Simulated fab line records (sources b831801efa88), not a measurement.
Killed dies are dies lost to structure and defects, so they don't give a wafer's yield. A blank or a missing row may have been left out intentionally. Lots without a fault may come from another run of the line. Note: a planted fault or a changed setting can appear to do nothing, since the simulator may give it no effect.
Which tool is to blame? -- flow gf180mcu -- 6 lots with 18 wafers sampled at 3 steps, on a route of 602 steps

== WHAT EACH GAUGE READ, for each wafer ==
GF_V1_CD_MEAS_14 targets a cd of 260 nm.
lot,measured,on,cd nm (nm)
L480,day 18 21:01,cd sem-01,261.7 260.5 262.3
L487,day 21 13:31,cd sem-02,267.8 267.0 259.3
L493,day 23 19:02,cd sem-01,258.4 258.6 258.3
L497,day 25 01:58,cd sem-01,258.3 258.2 258.2
L499,day 25 13:44,cd sem-01,260.9 261.6 259.9
L501,day 26 06:22,cd sem-02,259.5 260.0 259.5

== TOOL THAT RAN EACH LOT (tool first, then ch and the chambers of the sampled wafers, then the start) ==
lot,GF_V1_CVD_02,GF_V1_EXPOSE_11
L480,"pecvd-03 ch 1,2, day 17 21:05","krf scanner-02 ch 0, day 18 09:34"
L487,"pecvd-01 ch 0,1, day 20 13:05","krf scanner-01 ch 0, day 21 01:34"
L493,"pecvd-03 ch 1,2, day 22 19:50","krf scanner-02 ch 0, day 23 08:11"
L497,"pecvd-03 ch 0,1,2, day 24 04:16","krf scanner-02 ch 0, day 24 15:54"
L499,"pecvd-03 ch 0,1, day 24 15:54","krf scanner-02 ch 0, day 25 02:58"
L501,"pecvd-04 ch 0,2, day 25 09:02","krf scanner-02 ch 0, day 25 19:37"
- GF_V1_CVD_02: deposits SiO2 from TEOS, target thk 850 nm, time 94.851 s.
- GF_V1_EXPOSE_11: exposes mask Via1, target cd 260 nm.

== THE ANSWER, worked out from the rows above alone ==
Rule: the usual values come from the lots themselves. Put in order of their means at a reading, lots are off if they are a third of the lots or fewer, leave a main group of 4 or more, and stand apart from it by a gap of 3 or more times the standard deviation of the main group's means; of several such gaps the widest counts. If all means in a main group match to the digits the tables above print for the reading, that group is not used. A lot without any number at a reading at which 4 lots or more have one is off too. Any other lot the step has rows for is counted as sound.
Nothing can be told from this: no lot is off at any reading shown.

== WHAT HAD BEEN PUT IN BY THE SIMULATOR ==
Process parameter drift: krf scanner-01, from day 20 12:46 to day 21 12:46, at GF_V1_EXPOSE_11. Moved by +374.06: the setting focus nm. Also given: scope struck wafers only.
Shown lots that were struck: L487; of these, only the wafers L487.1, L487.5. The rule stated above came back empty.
